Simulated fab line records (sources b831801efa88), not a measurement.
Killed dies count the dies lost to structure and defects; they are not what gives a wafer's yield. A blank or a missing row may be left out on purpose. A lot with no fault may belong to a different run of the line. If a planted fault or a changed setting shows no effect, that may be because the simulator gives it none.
Which of the tools did it? :: flow sky130 :: 72 wafers from 24 lots sampled at 6 of the route's 708 steps

== WHAT EACH GAUGE READ, for each wafer ==
SKY_METAL4_OVL_MEAS_14. Usual: METAL4_OVL -2 nm, standard deviation 5.
lot: L074
measured: day 41 07:06
on: overlay-02
METAL4_OVL (nm): 1 7 2
flag: 

lot: L075
measured: day 41 13:49
on: overlay-01
METAL4_OVL (nm): 2 2 -2
flag: 

lot: L076
measured: day 41 22:41
on: overlay-02
METAL4_OVL (nm): 3 3 0
flag: 

lot: L077
measured: day 42 09:05
on: overlay-01
METAL4_OVL (nm): -4 -4 1
flag: 

lot: L078
measured: day 43 10:30
on: overlay-01
METAL4_OVL (nm): -5 3 -5
flag: 

lot: L080
measured: day 43 11:15
on: overlay-02
METAL4_OVL (nm): -3 -1 -2
flag: 

lot: L079
measured: day 43 15:20
on: overlay-01
METAL4_OVL (nm): -9 -1 -7
flag: 

lot: L081
measured: day 43 16:09
on: overlay-01
METAL4_OVL (nm): -2 -4 -8
flag: 

lot: L082
measured: day 43 19:04
on: overlay-01
METAL4_OVL (nm): -7 2 8
flag: 

lot: L083
measured: day 44 21:38
on: overlay-02
METAL4_OVL (nm): -6 -11 -5
flag: 

lot: L085
measured: day 44 22:01
on: overlay-01
METAL4_OVL (nm): -3 -6 -5
flag: 

lot: L084
measured: day 44 22:36
on: overlay-02
METAL4_OVL (nm): -11 -7 -8
flag: 

lot: L086
measured: day 45 02:06
on: overlay-02
METAL4_OVL (nm): 0 -5 -1
flag: 

lot: L087
measured: day 45 05:23
on: overlay-02
METAL4_OVL (nm): -1 -7 -7
flag: 

lot: L088
measured: day 45 09:43
on: overlay-02
METAL4_OVL (nm): -1 -7 1
flag: 

lot: L089
measured: day 45 15:38
on: overlay-01
METAL4_OVL (nm): 0 0 3
flag: 

lot: L090
measured: day 45 20:36
on: overlay-02
METAL4_OVL (nm): 4 2 6
flag: 

lot: L091
measured: day 46 01:02
on: overlay-02
METAL4_OVL (nm): -3 4 1
flag: 

lot: L092
measured: day 46 08:19
on: overlay-01
METAL4_OVL (nm): 5 3 7
flag: 

lot: L093
measured: day 46 19:16
on: overlay-01
METAL4_OVL (nm): -4 0 -1
flag: 

lot: L094
measured: day 46 21:49
on: overlay-01
METAL4_OVL (nm): -10 -9 -13
flag: 

lot: L095
measured: day 47 06:23
on: overlay-02
METAL4_OVL (nm): -5 3 -9
flag: 

lot: L096
measured: day 47 06:59
on: overlay-02
METAL4_OVL (nm): -4 -3 -5
flag: 

lot: L097
measured: day 47 14:08
on: overlay-02
METAL4_OVL (nm): 6 2 3
flag: 

== WHAT TOOL EACH LOT RAN ON (gives the tool, then ch and the chambers of the sampled wafers, and finally the start) ==
lot: L074
SKY_METAL1_SPUTTER_04: pvd-sputter-01, day 30 23:56
SKY_METAL2_ETCH_18: rie-metal-02 ch 0,1, day 34 13:11
SKY_VIA2_CMP_02: cmp-02 ch 0,3, day 34 14:09
SKY_METAL3_SOFTBAKE_09: litho-track-02 ch 0, day 39 05:55 or earlier
SKY_VIA3_CMP_24: cmp-02 ch 1,2, day 39 05:55

lot: L075
SKY_METAL1_SPUTTER_04: pvd-sputter-03, day 31 07:25
SKY_METAL2_ETCH_18: rie-metal-02 ch 0,1, day 34 18:18
SKY_VIA2_CMP_02: cmp-02 ch 0,1, day 34 19:19
SKY_METAL3_SOFTBAKE_09: litho-track-04 ch 0, day 39 12:33 or earlier
SKY_VIA3_CMP_24: cmp-02 ch 0,1,2, day 39 12:33

lot: L076
SKY_METAL1_SPUTTER_04: pvd-sputter-04, day 31 19:03
SKY_METAL2_ETCH_18: rie-metal-02 ch 0,1, day 35 07:04
SKY_VIA2_CMP_02: cmp-01 ch 0,2, day 35 08:04
SKY_METAL3_SOFTBAKE_09: litho-track-02 ch 0, day 39 22:29 or earlier
SKY_VIA3_CMP_24: cmp-02 ch 1,2,3, day 39 22:29

lot: L077
SKY_METAL1_SPUTTER_04: pvd-sputter-03, day 32 05:55
SKY_METAL2_ETCH_18: rie-metal-04 ch 0,1, day 35 18:19
SKY_VIA2_CMP_02: cmp-01 ch 0,1,2, day 35 19:18
SKY_METAL3_SOFTBAKE_09: litho-track-02 ch 0, day 40 07:34 or earlier
SKY_VIA3_CMP_24: cmp-01 ch 0,2,3, day 40 07:34

lot: L078
SKY_METAL1_SPUTTER_04: pvd-sputter-04, day 33 10:19
SKY_METAL2_ETCH_18: rie-metal-02 ch 0,1, day 37 00:40
SKY_VIA2_CMP_02: cmp-02 ch 1,2, day 37 01:41
SKY_METAL3_SOFTBAKE_09: litho-track-01 ch 0, day 41 11:29 or earlier
SKY_VIA3_CMP_24: cmp-01 ch 0,1,3, day 41 11:29

lot: L080
SKY_METAL1_SPUTTER_04: pvd-sputter-03, day 33 11:53
SKY_METAL2_ETCH_18: rie-metal-04 ch 0,1, day 37 01:00
SKY_VIA2_CMP_02: cmp-01 ch 1,3, day 37 01:59
SKY_METAL3_SOFTBAKE_09: litho-track-04 ch 0, day 41 11:41 or earlier
SKY_VIA3_CMP_24: cmp-01 ch 0,1,2, day 41 11:41

lot: L079
SKY_METAL1_SPUTTER_04: pvd-sputter-03, day 33 12:56
SKY_METAL2_ETCH_18: rie-metal-02 ch 0,1, day 37 02:40
SKY_VIA2_CMP_02: cmp-02 ch 1,3, day 37 03:38
SKY_METAL3_SOFTBAKE_09: litho-track-01 ch 0, day 41 14:50 or earlier
SKY_VIA3_CMP_24: cmp-01 ch 1,2,3, day 41 14:50

lot: L081
SKY_METAL1_SPUTTER_04: pvd-sputter-04, day 33 18:12
SKY_METAL2_ETCH_18: rie-metal-03 ch 0,1, day 37 06:52
SKY_VIA2_CMP_02: cmp-02 ch 1,2, day 37 07:48
SKY_METAL3_SOFTBAKE_09: litho-track-04 ch 0, day 41 16:32 or earlier
SKY_VIA3_CMP_24: cmp-01 ch 1,2, day 41 16:32

lot: L082
SKY_METAL1_SPUTTER_04: pvd-sputter-03, day 33 20:53
SKY_METAL2_ETCH_18: rie-metal-04 ch 0,1, day 37 08:42
SKY_VIA2_CMP_02: cmp-01 ch 0,1,2, day 37 09:38
SKY_METAL3_SOFTBAKE_09: litho-track-01 ch 0, day 41 18:54 or earlier
SKY_VIA3_CMP_24: cmp-01 ch 0,2,3, day 41 18:54

lot: L083
SKY_METAL1_SPUTTER_04: pvd-sputter-03, day 35 00:56
SKY_METAL2_ETCH_18: rie-metal-03 ch 1, day 38 13:22
SKY_VIA2_CMP_02: cmp-01 ch 0,2,3, day 38 14:18
SKY_METAL3_SOFTBAKE_09: litho-track-04 ch 0, day 42 20:53 or earlier
SKY_VIA3_CMP_24: cmp-02 ch 1,2,3, day 42 20:53

lot: L085
SKY_METAL1_SPUTTER_04: pvd-sputter-03, day 35 04:38
SKY_METAL2_ETCH_18: rie-metal-03 ch 0,1, day 38 16:26
SKY_VIA2_CMP_02: cmp-02 ch 0,1,2, day 38 17:28
SKY_METAL3_SOFTBAKE_09: litho-track-01 ch 0, day 42 22:04 or earlier
SKY_VIA3_CMP_24: cmp-01 ch 0,2, day 42 22:04

lot: L084
SKY_METAL1_SPUTTER_04: pvd-sputter-01, day 35 04:59
SKY_METAL2_ETCH_18: rie-metal-02 ch 0, day 38 17:35
SKY_VIA2_CMP_02: cmp-02 ch 0,1,3, day 38 18:43
SKY_METAL3_SOFTBAKE_09: litho-track-01 ch 0, day 42 23:12 or earlier
SKY_VIA3_CMP_24: cmp-02 ch 0,1,2, day 42 23:12

lot: L086
SKY_METAL1_SPUTTER_04: pvd-sputter-04, day 35 12:19
SKY_METAL2_ETCH_18: rie-metal-04 ch 0,1, day 39 00:25
SKY_VIA2_CMP_02: cmp-02 ch 0,1,2, day 39 01:23
SKY_METAL3_SOFTBAKE_09: litho-track-04 ch 0, day 43 06:20 or earlier
SKY_VIA3_CMP_24: cmp-01 ch 1,2,3, day 43 06:20

lot: L087
SKY_METAL1_SPUTTER_04: pvd-sputter-04, day 35 18:32
SKY_METAL2_ETCH_18: rie-metal-02 ch 0,1, day 39 05:31
SKY_VIA2_CMP_02: cmp-02 ch 0,3, day 39 06:32
SKY_METAL3_SOFTBAKE_09: litho-track-02 ch 0, day 43 11:20 or earlier
SKY_VIA3_CMP_24: cmp-01 ch 0,1,3, day 43 11:20

lot: L088
SKY_METAL1_SPUTTER_04: pvd-sputter-01, day 35 23:13
SKY_METAL2_ETCH_18: rie-metal-04 ch 0,1, day 39 10:23
SKY_VIA2_CMP_02: cmp-02 ch 1,3, day 39 11:17
SKY_METAL3_SOFTBAKE_09: litho-track-01 ch 0, day 43 15:12 or earlier
SKY_VIA3_CMP_24: cmp-01 ch 0,2,3, day 43 15:12

lot: L089
SKY_METAL1_SPUTTER_04: pvd-sputter-03, day 36 04:09
SKY_METAL2_ETCH_18: rie-metal-02 ch 0,1, day 39 14:52
SKY_VIA2_CMP_02: cmp-02 ch 2,3, day 39 15:50
SKY_METAL3_SOFTBAKE_09: litho-track-02 ch 0, day 43 20:41 or earlier
SKY_VIA3_CMP_24: cmp-02 ch 0,1,3, day 43 20:41

lot: L090
SKY_METAL1_SPUTTER_04: pvd-sputter-01, day 36 08:25
SKY_METAL2_ETCH_18: rie-metal-03 ch 0,1, day 39 20:07
SKY_VIA2_CMP_02: cmp-02 ch 1,2, day 39 21:12
SKY_METAL3_SOFTBAKE_09: litho-track-01 ch 0, day 44 00:56 or earlier
SKY_VIA3_CMP_24: cmp-02 ch 0,3, day 44 00:56

lot: L091
SKY_METAL1_SPUTTER_04: pvd-sputter-01, day 36 15:53
SKY_METAL2_ETCH_18: rie-metal-02 ch 0,1, day 40 02:04
SKY_VIA2_CMP_02: cmp-02 ch 2,3, day 40 03:01
SKY_METAL3_SOFTBAKE_09: litho-track-02 ch 0, day 44 05:13 or earlier
SKY_VIA3_CMP_24: cmp-01 ch 2,3, day 44 05:13

lot: L092
SKY_METAL1_SPUTTER_04: pvd-sputter-03, day 37 02:47
SKY_METAL2_ETCH_18: rie-metal-04 ch 1, day 40 10:07
SKY_VIA2_CMP_02: cmp-02 ch 0,1,3, day 40 11:12
SKY_METAL3_SOFTBAKE_09: litho-track-01 ch 0, day 44 15:28 or earlier
SKY_VIA3_CMP_24: cmp-02 ch 0,1,2, day 44 15:28

lot: L093
SKY_METAL1_SPUTTER_04: pvd-sputter-03, day 37 14:32
SKY_METAL2_ETCH_18: rie-metal-03 ch 0,1, day 40 19:58
SKY_VIA2_CMP_02: cmp-01 ch 0,1, day 40 20:57
SKY_METAL3_SOFTBAKE_09: litho-track-04 ch 0, day 45 00:44 or earlier
SKY_VIA3_CMP_24: cmp-02 ch 1,2, day 45 00:44

lot: L094
SKY_METAL1_SPUTTER_04: pvd-sputter-01, day 37 23:50
SKY_METAL2_ETCH_18: rie-metal-02 ch 0,1, day 41 04:43
SKY_VIA2_CMP_02: cmp-02 ch 1,3, day 41 05:43
SKY_METAL3_SOFTBAKE_09: litho-track-02 ch 0, day 45 03:55 or earlier
SKY_VIA3_CMP_24: cmp-02 ch 1,2,3, day 45 03:55

lot: L095
SKY_METAL1_SPUTTER_04: pvd-sputter-01, day 38 08:07
SKY_METAL2_ETCH_18: rie-metal-02 ch 0,1, day 41 11:48
SKY_VIA2_CMP_02: cmp-02 ch 0,3, day 41 14:26
SKY_METAL3_SOFTBAKE_09: litho-track-02 ch 0, day 45 13:29 or earlier
SKY_VIA3_CMP_24: cmp-01 ch 0,1, day 45 13:29

lot: L096
SKY_METAL1_SPUTTER_04: pvd-sputter-03, day 38 10:22
SKY_METAL2_ETCH_18: rie-metal-04 ch 0,1, day 41 14:55
SKY_VIA2_CMP_02: cmp-02 ch 0,1,3, day 41 16:11
SKY_METAL3_SOFTBAKE_09: litho-track-02 ch 0, day 45 14:38 or earlier
SKY_VIA3_CMP_24: cmp-01 ch 0,1,3, day 45 14:38

lot: L097
SKY_METAL1_SPUTTER_04: pvd-sputter-01, day 38 15:46
SKY_METAL2_ETCH_18: rie-metal-03 ch 0,1, day 41 20:31
SKY_VIA2_CMP_02: cmp-02 ch 0,1,3, day 41 21:34
SKY_METAL3_SOFTBAKE_09: litho-track-01 ch 0, day 45 20:55 or earlier
SKY_VIA3_CMP_24: cmp-02 ch 0,1,2, day 45 20:55
- SKY_METAL1_SPUTTER_04: material TiN, target thk 70 nm, time 58.3 s.
- SKY_METAL2_ETCH_18: etches BARC in N2/H2, stops on SiO2, time 45.9 s, target depth 60 nm.
- SKY_VIA2_CMP_02: polishes SiO2.
- SKY_METAL3_SOFTBAKE_09: time 92.54 s.
- SKY_VIA3_CMP_24: polishes, stops on SiO2, t overpolish 20 s, target thk 0 nm.

== WHAT THE TOOLS THEMSELVES READ (means of the sampled wafers that have a number; where no wafer has one, the mark that the record gives instead) ==
SKY_METAL1_SPUTTER_04. Usual: throttle-valve-pct 30.2 %, standard deviation 1.
lot: L074
tool: pvd-sputter-01
throttle-valve-pct (%): 29.2
flag: 

lot: L075
tool: pvd-sputter-03
throttle-valve-pct (%): 30.8
flag: 

lot: L076
tool: pvd-sputter-04
throttle-valve-pct (%): 29.2
flag: 

lot: L077
tool: pvd-sputter-03
throttle-valve-pct (%): 30.7
flag: 

lot: L078
tool: pvd-sputter-04
throttle-valve-pct (%): 29.5
flag: 

lot: L080
tool: pvd-sputter-03
throttle-valve-pct (%): 30.4
flag: 

lot: L079
tool: pvd-sputter-03
throttle-valve-pct (%): 31.4
flag: 

lot: L081
tool: pvd-sputter-04
throttle-valve-pct (%): 29.6
flag: 

lot: L082
tool: pvd-sputter-03
throttle-valve-pct (%): 30.2
flag: 

lot: L083
tool: pvd-sputter-03
throttle-valve-pct (%): 30.3
flag: 

lot: L085
tool: pvd-sputter-03
throttle-valve-pct (%): 30.7
flag: 

lot: L084
tool: pvd-sputter-01
throttle-valve-pct (%): 29.6
flag: 

lot: L086
tool: pvd-sputter-04
throttle-valve-pct (%): 29.2
flag: 

lot: L087
tool: pvd-sputter-04
throttle-valve-pct (%): 29.0
flag: 

lot: L088
tool: pvd-sputter-01
throttle-valve-pct (%): 29.8
flag: 

lot: L089
tool: pvd-sputter-03
throttle-valve-pct (%): 30.3
flag: 

lot: L090
tool: pvd-sputter-01
throttle-valve-pct (%): 29.9
flag: 

lot: L091
tool: pvd-sputter-01
throttle-valve-pct (%): 29.7
flag: 

lot: L092
tool: pvd-sputter-03
throttle-valve-pct (%): 31.0
flag: 

lot: L093
tool: pvd-sputter-03
throttle-valve-pct (%): 31.3
flag: 

lot: L094
tool: pvd-sputter-01
throttle-valve-pct (%): 30.3
flag: 

lot: L095
tool: pvd-sputter-01
throttle-valve-pct (%): 30.3
flag: 

lot: L096
tool: pvd-sputter-03
throttle-valve-pct (%): 30.8
flag: 

lot: L097
tool: pvd-sputter-01
throttle-valve-pct (%): 30.3
flag: 

SKY_METAL2_ETCH_18. Usual: bias-w 100.03 W, standard deviation 0.29; drypump-motor-current-A 5.7 A, standard deviation 0.49; oes-product-au 0.856 a.u., standard deviation 0.0054; throttle-valve-pct 13.225 %, standard deviation 0.0082.
lot: L074
tool: rie-metal-02
bias-w (W): 99.92
drypump-motor-current-A (A): 5.6
oes-product-au (a.u.): 0.853
throttle-valve-pct (%): 13.230
flag: 

lot: L075
tool: rie-metal-02
bias-w (W): 100.10
drypump-motor-current-A (A): 5.6
oes-product-au (a.u.): 0.853
throttle-valve-pct (%): 13.220
flag: 

lot: L076
tool: rie-metal-02
bias-w (W): 100.20
drypump-motor-current-A (A): 5.6
oes-product-au (a.u.): 0.854
throttle-valve-pct (%): 13.227
flag: 

lot: L077
tool: rie-metal-04
bias-w (W): 99.72
drypump-motor-current-A (A): 5.3
oes-product-au (a.u.): 0.858
throttle-valve-pct (%): 13.227
flag: 

lot: L078
tool: rie-metal-02
bias-w (W): 99.65
drypump-motor-current-A (A): 5.7
oes-product-au (a.u.): 0.852
throttle-valve-pct (%): 13.226
flag: 

lot: L080
tool: rie-metal-04
bias-w (W): 100.19
drypump-motor-current-A (A): 5.3
oes-product-au (a.u.): 0.853
throttle-valve-pct (%): 13.228
flag: 

lot: L079
tool: rie-metal-02
bias-w (W): 100.19
drypump-motor-current-A (A): 5.7
oes-product-au (a.u.): 0.861
throttle-valve-pct (%): 13.226
flag: 

lot: L081
tool: rie-metal-03
bias-w (W): 100.13
drypump-motor-current-A (A): 6.2
oes-product-au (a.u.): 0.854
throttle-valve-pct (%): 13.226
flag: 

lot: L082
tool: rie-metal-04
bias-w (W): 99.87
drypump-motor-current-A (A): 5.3
oes-product-au (a.u.): 0.853
throttle-valve-pct (%): 13.233
flag: 

lot: L083
tool: rie-metal-03
bias-w (W): 99.91
drypump-motor-current-A (A): 5.4
oes-product-au (a.u.): 0.855
throttle-valve-pct (%): 13.222
flag: 

lot: L085
tool: rie-metal-03
bias-w (W): 100.01
drypump-motor-current-A (A): 6.2
oes-product-au (a.u.): 0.858
throttle-valve-pct (%): 13.227
flag: 

lot: L084
tool: rie-metal-02
bias-w (W): 100.13
drypump-motor-current-A (A): 5.6
oes-product-au (a.u.): 0.856
throttle-valve-pct (%): 13.226
flag: 

lot: L086
tool: rie-metal-04
bias-w (W): 99.90
drypump-motor-current-A (A): 5.8
oes-product-au (a.u.): 0.859
throttle-valve-pct (%): 13.224
flag: 

lot: L087
tool: rie-metal-02
bias-w (W): 100.08
drypump-motor-current-A (A): 5.6
oes-product-au (a.u.): 0.852
throttle-valve-pct (%): 13.222
flag: 

lot: L088
tool: rie-metal-04
bias-w (W): 99.98
drypump-motor-current-A (A): 5.3
oes-product-au (a.u.): 0.857
throttle-valve-pct (%): 13.222
flag: 

lot: L089
tool: rie-metal-02
bias-w (W): 99.77
drypump-motor-current-A (A): 5.6
oes-product-au (a.u.): 0.854
throttle-valve-pct (%): 13.230
flag: 

lot: L090
tool: rie-metal-03
bias-w (W): 99.93
drypump-motor-current-A (A): 5.8
oes-product-au (a.u.): 0.859
throttle-valve-pct (%): 13.231
flag: 

lot: L091
tool: rie-metal-02
bias-w (W): 100.17
drypump-motor-current-A (A): 5.6
oes-product-au (a.u.): 0.853
throttle-valve-pct (%): 13.229
flag: 

lot: L092
tool: rie-metal-04
bias-w (W): 100.25
drypump-motor-current-A (A): 4.8
oes-product-au (a.u.): 0.855
throttle-valve-pct (%): 13.227
flag: 

lot: L093
tool: rie-metal-03
bias-w (W): 100.05
drypump-motor-current-A (A): 6.2
oes-product-au (a.u.): 0.859
throttle-valve-pct (%): 13.225
flag: 

lot: L094
tool: rie-metal-02
bias-w (W): 100.06
drypump-motor-current-A (A): 5.7
oes-product-au (a.u.): 0.850
throttle-valve-pct (%): 13.225
flag: 

lot: L095
tool: rie-metal-02
bias-w (W): 99.92
drypump-motor-current-A (A): 5.7
oes-product-au (a.u.): 0.851
throttle-valve-pct (%): 13.229
flag: 

lot: L096
tool: rie-metal-04
bias-w (W): 100.28
drypump-motor-current-A (A): 5.8
oes-product-au (a.u.): 0.857
throttle-valve-pct (%): 13.222
flag: 

lot: L097
tool: rie-metal-03
bias-w (W): 100.08
drypump-motor-current-A (A): 6.2
oes-product-au (a.u.): 0.859
throttle-valve-pct (%): 13.220
flag: 

SKY_VIA2_CMP_02. Usual: motor-current-A 12.3 A, standard deviation 1.2; slurry-flow-ml-min 149.9, standard deviation 0.48.
lot: L074
tool: cmp-02
motor-current-A (A): 11.4
slurry-flow-ml-min: 150.4
flag: 

lot: L075
tool: cmp-02
motor-current-A (A): 12.7
slurry-flow-ml-min: 150.7
flag: 

lot: L076
tool: cmp-01
motor-current-A (A): 11.8
slurry-flow-ml-min: 150.4
flag: 

lot: L077
tool: cmp-01
motor-current-A (A): 12.1
slurry-flow-ml-min: 149.4
flag: 

lot: L078
tool: cmp-02
motor-current-A (A): 13.2
slurry-flow-ml-min: 149.8
flag: 

lot: L080
tool: cmp-01
motor-current-A (A): 12.1
slurry-flow-ml-min: 149.2
flag: 

lot: L079
tool: cmp-02
motor-current-A (A): 12.3
slurry-flow-ml-min: 150.2
flag: 

lot: L081
tool: cmp-02
motor-current-A (A): 13.1
slurry-flow-ml-min: 150.2
flag: 

lot: L082
tool: cmp-01
motor-current-A (A): 13.0
slurry-flow-ml-min: 149.8
flag: 

lot: L083
tool: cmp-01
motor-current-A (A): 12.2
slurry-flow-ml-min: 150.5
flag: 

lot: L085
tool: cmp-02
motor-current-A (A): 12.9
slurry-flow-ml-min: 150.0
flag: 

lot: L084
tool: cmp-02
motor-current-A (A): 12.0
slurry-flow-ml-min: 149.9
flag: 

lot: L086
tool: cmp-02
motor-current-A (A): 12.9
slurry-flow-ml-min: 150.0
flag: 

lot: L087
tool: cmp-02
motor-current-A (A): 11.4
slurry-flow-ml-min: 150.1
flag: 

lot: L088
tool: cmp-02
motor-current-A (A): 12.5
slurry-flow-ml-min: 150.2
flag: 

lot: L089
tool: cmp-02
motor-current-A (A): 12.2
slurry-flow-ml-min: 149.6
flag: 

lot: L090
tool: cmp-02
motor-current-A (A): 13.3
slurry-flow-ml-min: 150.0
flag: 

lot: L091
tool: cmp-02
motor-current-A (A): 11.6
slurry-flow-ml-min: 149.8
flag: 

lot: L092
tool: cmp-02
motor-current-A (A): 12.3
slurry-flow-ml-min: 150.0
flag: 

lot: L093
tool: cmp-01
motor-current-A (A): 13.5
slurry-flow-ml-min: 150.2
flag: 

lot: L094
tool: cmp-02
motor-current-A (A): 13.0
slurry-flow-ml-min: 150.2
flag: 

lot: L095
tool: cmp-02
motor-current-A (A): 11.2
slurry-flow-ml-min: 149.8
flag: 

lot: L096
tool: cmp-02
motor-current-A (A): 12.2
slurry-flow-ml-min: 150.1
flag: 

lot: L097
tool: cmp-02
motor-current-A (A): 11.7
slurry-flow-ml-min: 149.6
flag: 

SKY_METAL3_SOFTBAKE_09. Usual: plate-sensor-t-centre-C 100.88 C, standard deviation 0.0085; plate-sensor-t-edge-C 100.95 C, standard deviation 0.01.
lot: L074
tool: litho-track-02
plate-sensor-t-centre-C (C): 100.88
plate-sensor-t-edge-C (C): 100.95
flag: 

lot: L075
tool: litho-track-04
plate-sensor-t-centre-C (C): 100.89
plate-sensor-t-edge-C (C): 100.95
flag: 

lot: L076
tool: litho-track-02
plate-sensor-t-centre-C (C): 100.88
plate-sensor-t-edge-C (C): 100.95
flag: 

lot: L077
tool: litho-track-02
plate-sensor-t-centre-C (C): 100.88
plate-sensor-t-edge-C (C): 100.94
flag: 

lot: L078
tool: litho-track-01
plate-sensor-t-centre-C (C): 100.89
plate-sensor-t-edge-C (C): 100.96
flag: 

lot: L080
tool: litho-track-04
plate-sensor-t-centre-C (C): 100.89
plate-sensor-t-edge-C (C): 100.96
flag: 

lot: L079
tool: litho-track-01
plate-sensor-t-centre-C (C): 100.88
plate-sensor-t-edge-C (C): 100.95
flag: 

lot: L081
tool: litho-track-04
plate-sensor-t-centre-C (C): 100.89
plate-sensor-t-edge-C (C): 100.96
flag: 

lot: L082
tool: litho-track-01
plate-sensor-t-centre-C (C): 100.88
plate-sensor-t-edge-C (C): 100.96
flag: 

lot: L083
tool: litho-track-04
plate-sensor-t-centre-C (C): 100.89
plate-sensor-t-edge-C (C): 100.95
flag: 

lot: L085
tool: litho-track-01
plate-sensor-t-centre-C (C): 100.89
plate-sensor-t-edge-C (C): 100.96
flag: 

lot: L084
tool: litho-track-01
plate-sensor-t-centre-C (C): 100.89
plate-sensor-t-edge-C (C): 100.95
flag: 

lot: L086
tool: litho-track-04
plate-sensor-t-centre-C (C): 100.87
plate-sensor-t-edge-C (C): 100.96
flag: 

lot: L087
tool: litho-track-02
plate-sensor-t-centre-C (C): 100.88
plate-sensor-t-edge-C (C): 100.94
flag: 

lot: L088
tool: litho-track-01
plate-sensor-t-centre-C (C): 100.89
plate-sensor-t-edge-C (C): 100.96
flag: 

lot: L089
tool: litho-track-02
plate-sensor-t-centre-C (C): 100.88
plate-sensor-t-edge-C (C): 100.95
flag: 

lot: L090
tool: litho-track-01
plate-sensor-t-centre-C (C): 100.88
plate-sensor-t-edge-C (C): 100.95
flag: 

lot: L091
tool: litho-track-02
plate-sensor-t-centre-C (C): 100.88
plate-sensor-t-edge-C (C): 100.96
flag: 

lot: L092
tool: litho-track-01
plate-sensor-t-centre-C (C): 100.88
plate-sensor-t-edge-C (C): 100.95
flag: 

lot: L093
tool: litho-track-04
plate-sensor-t-centre-C (C): 100.89
plate-sensor-t-edge-C (C): 100.95
flag: 

lot: L094
tool: litho-track-02
plate-sensor-t-centre-C (C): 100.88
plate-sensor-t-edge-C (C): 100.95
flag: 

lot: L095
tool: litho-track-02
plate-sensor-t-centre-C (C): 100.88
plate-sensor-t-edge-C (C): 100.96
flag: 

lot: L096
tool: litho-track-02
plate-sensor-t-centre-C (C): 100.87
plate-sensor-t-edge-C (C): 100.95
flag: 

lot: L097
tool: litho-track-01
plate-sensor-t-centre-C (C): 100.88
plate-sensor-t-edge-C (C): 100.95
flag: 

SKY_VIA3_CMP_24. Usual: motor-current-A 11.4 A, standard deviation 1.2; overpolish-run-s 19.999 s, standard deviation 0.0088; slurry-flow-ml-min 150.0, standard deviation 0.48; time-to-endpoint-s 96 s, standard deviation 3.3.
lot: L074
tool: cmp-02
motor-current-A (A): 12.5
overpolish-run-s (s): 20.004
slurry-flow-ml-min: 150.2
time-to-endpoint-s (s): 102
flag: 

lot: L075
tool: cmp-02
motor-current-A (A): 11.7
overpolish-run-s (s): 20.003
slurry-flow-ml-min: 150.2
time-to-endpoint-s (s): 97
flag: 

lot: L076
tool: cmp-02
motor-current-A (A): 11.7
overpolish-run-s (s): 19.994
slurry-flow-ml-min: 150.1
time-to-endpoint-s (s): 95
flag: 

lot: L077
tool: cmp-01
motor-current-A (A): 10.9
overpolish-run-s (s): 19.991
slurry-flow-ml-min: 149.6
time-to-endpoint-s (s): 97
flag: 

lot: L078
tool: cmp-01
motor-current-A (A): 11.6
overpolish-run-s (s): 19.994
slurry-flow-ml-min: 150.3
time-to-endpoint-s (s): 96
flag: 

lot: L080
tool: cmp-01
motor-current-A (A): 11.5
overpolish-run-s (s): 19.998
slurry-flow-ml-min: 150.0
time-to-endpoint-s (s): 99
flag: 

lot: L079
tool: cmp-01
motor-current-A (A): 11.0
overpolish-run-s (s): 19.998
slurry-flow-ml-min: 149.6
time-to-endpoint-s (s): 95
flag: 

lot: L081
tool: cmp-01
motor-current-A (A): 11.4
overpolish-run-s (s): 20.001
slurry-flow-ml-min: 150.0
time-to-endpoint-s (s): 94
flag: 

lot: L082
tool: cmp-01
motor-current-A (A): 11.1
overpolish-run-s (s): 19.994
slurry-flow-ml-min: 150.4
time-to-endpoint-s (s): 95
flag: 

lot: L083
tool: cmp-02
motor-current-A (A): 11.7
overpolish-run-s (s): 19.994
slurry-flow-ml-min: 149.7
time-to-endpoint-s (s): 97
flag: 

lot: L085
tool: cmp-01
motor-current-A (A): 10.9
overpolish-run-s (s): 20.003
slurry-flow-ml-min: 150.1
time-to-endpoint-s (s): 97
flag: 

lot: L084
tool: cmp-02
motor-current-A (A): 11.8
overpolish-run-s (s): 19.988
slurry-flow-ml-min: 150.3
time-to-endpoint-s (s): 96
flag: 

lot: L086
tool: cmp-01
motor-current-A (A): 10.6
overpolish-run-s (s): 20.003
slurry-flow-ml-min: 149.8
time-to-endpoint-s (s): 95
flag: 

lot: L087
tool: cmp-01
motor-current-A (A): 11.7
overpolish-run-s (s): 19.999
slurry-flow-ml-min: 150.4
time-to-endpoint-s (s): 96
flag: 

lot: L088
tool: cmp-01
motor-current-A (A): 11.3
overpolish-run-s (s): 20.003
slurry-flow-ml-min: 150.1
time-to-endpoint-s (s): 90
flag: 

lot: L089
tool: cmp-02
motor-current-A (A): 11.1
overpolish-run-s (s): 20.002
slurry-flow-ml-min: 150.2
time-to-endpoint-s (s): 97
flag: 

lot: L090
tool: cmp-02
motor-current-A (A): 10.3
overpolish-run-s (s): 19.998
slurry-flow-ml-min: 150.1
time-to-endpoint-s (s): 98
flag: 

lot: L091
tool: cmp-01
motor-current-A (A): 10.4
overpolish-run-s (s): 19.993
slurry-flow-ml-min: 149.1
time-to-endpoint-s (s): 95
flag: 

lot: L092
tool: cmp-02
motor-current-A (A): 11.8
overpolish-run-s (s): 19.999
slurry-flow-ml-min: 149.9
time-to-endpoint-s (s): 99
flag: 

lot: L093
tool: cmp-02
motor-current-A (A): 12.4
overpolish-run-s (s): 20.007
slurry-flow-ml-min: 150.5
time-to-endpoint-s (s): 96
flag: 

lot: L094
tool: cmp-02
motor-current-A (A): 11.9
overpolish-run-s (s): 20.007
slurry-flow-ml-min: 149.6
time-to-endpoint-s (s): 98
flag: 

lot: L095
tool: cmp-01
motor-current-A (A): 12.6
overpolish-run-s (s): 20.004
slurry-flow-ml-min: 149.8
time-to-endpoint-s (s): 89
flag: 

lot: L096
tool: cmp-01
motor-current-A (A): 11.5
overpolish-run-s (s): 20.001
slurry-flow-ml-min: 149.9
time-to-endpoint-s (s): 93
flag: 

lot: L097
tool: cmp-02
motor-current-A (A): 11.7
overpolish-run-s (s): 19.996
slurry-flow-ml-min: 150.2
time-to-endpoint-s (s): 99
flag: 

== THE ANSWER, worked out from the rows above alone ==
Rule: a lot is off if the mean of its wafers that have a number lies more than 3 standard deviations from the usual mean. Also off: a lot with no number at a reading for which 4 or more lots have one. All remaining lots with rows at the step are treated as sound. Order of review: gauges by route order, followed by the tools' own readings, for which a lot's mean as printed above is used. The first step at which some lot is off is used, and at that step the reading that is off furthest; a lot without a number counts as furthest.
No lot is off on any of the readings shown, so nothing can be concluded from this.

== WHAT HAD BEEN PUT IN BY THE SIMULATOR ==
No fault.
